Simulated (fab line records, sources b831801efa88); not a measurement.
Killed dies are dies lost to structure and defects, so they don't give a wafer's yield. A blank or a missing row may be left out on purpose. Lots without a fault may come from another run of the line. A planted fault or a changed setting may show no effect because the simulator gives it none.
A struck lot beside a sound one | flow sky130 | 15 steps out of a route of 708
Sound: wafers L380.2, L380.4, L380.6. Struck: wafers L381.1, L381.3, L381.6. The cause comes at the end.
At each step with rows: each side's tool, then ch and its chambers, then its first start. Under that, the readings that differ: sound wafers | struck wafers | difference of the means | sigmas: that difference in standard deviations of wafers without a fault.
alike: readings whose means differ by less than 2 such deviations, and words and numbers that are the same on both sides. not compared: withheld readings, readings that some wafer has no value for, bounds like >300 that may hide the same value, and numbers for which the record gives no deviation and whose values overlap.
The two part at a step that has a row with sigmas, a row that says differs or no value, or rows on one side only. Numbers that don't overlap but have no deviation are shown without sigmas and don't part them. A reading that every wafer of one side lacks parts them only if that side has two wafers or more.

SKY_METAL1_STRIP_20: strips in O2/N2.
  sound on plasma_asher-03 ch 0,1, day 33 13:19; struck on plasma_asher-04 ch 0,1, day 34 14:43
  alike: drypump_motor_current_A, o2_flow_sccm, oes_product_au, strip_time_to_endpoint_s
  not compared: rf_hours_counter_h
then, 4 steps without rows for these wafers: SKY_METAL1_STRIP_21 (strips in post etch residue remover, time 1200 s); SKY_METAL1_CLEAN_22 (cleans in IPA, time 180 s); SKY_METAL1_CLEAN_23 (cleans in O3/DIW); SKY_VIA1_HDPCVD_00 (deposits SiO2, target thk 1030 nm, time 171.7 s).
SKY_VIA1_THK_MEAS_01:
  sound on film_metro-01, day 33 14:01; struck on film_metro-02, day 34 15:25
  alike: VIA1_HDPCVD_THK
SKY_VIA1_CMP_02: polishes SiO2.
  sound on cmp-01 ch 2,3, day 33 14:04; struck on cmp-02 ch 0,1, day 34 15:31
  alike: motor_current_A
SKY_VIA1_BOW_MEAS_03:
  sound on film_metro-04, day 33 14:23; struck on film_metro-01, day 34 15:46
  alike: VIA1_BOW
then, 4 steps without rows for these wafers: SKY_VIA1_DEHYDRATE_04 (time 60 s); SKY_VIA1_HMDS_05 (prime time 60 s); SKY_VIA1_COAT_06 (resist thk 60 nm); SKY_VIA1_COAT_07 (resist thk 450 nm).
SKY_VIA1_SOFTBAKE_08: time 90 s.
  sound on litho_track-04 ch 0, day 34 04:00; struck on litho_track-04 ch 0, day 35 04:00
  reading          | sound                | struck               | difference | sigmas
  run_length_s (s) | 119.12 119.12 119.40 | 123.43 123.48 123.46 | +4.24      | +16
  alike: exhaust_pa
then, 1 step without rows for these wafers: SKY_VIA1_EXPOSE_09 (exposes mask VIM, target cd 150 nm).
-- the record jumps here: 12 days lie between the struck wafers' starts before and after (it left off in module VIA1 and takes up again in module PAD_OPEN, whose first step shown is number 708 of the route) --
SKY_PAD_OPEN_PROBE_99:
  sound on prober-01, day 46 08:57; struck on prober-02, day 47 01:01
  alike: defect_limited_yield, killed_at_M0_to_M3, killed_at_M4_up, killed_at_contacts, killed_at_front_end, killed_at_other, killed_dies, killed_open, killed_short, sort_bin_3_pad_short, sort_bin_5_function, sort_bin_6_memory, sort_n_pass, sort_yield_pct

WHERE THEY PART
Only at SKY_VIA1_SOFTBAKE_08, within this record. Later steps at which nothing parts them and some readings are alike: SKY_PAD_OPEN_PROBE_99.

WHY: what the simulator had put in
Process parameter drift: litho_track-04, from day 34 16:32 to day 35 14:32, at SKY_VIA1_SOFTBAKE_08. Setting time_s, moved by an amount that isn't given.
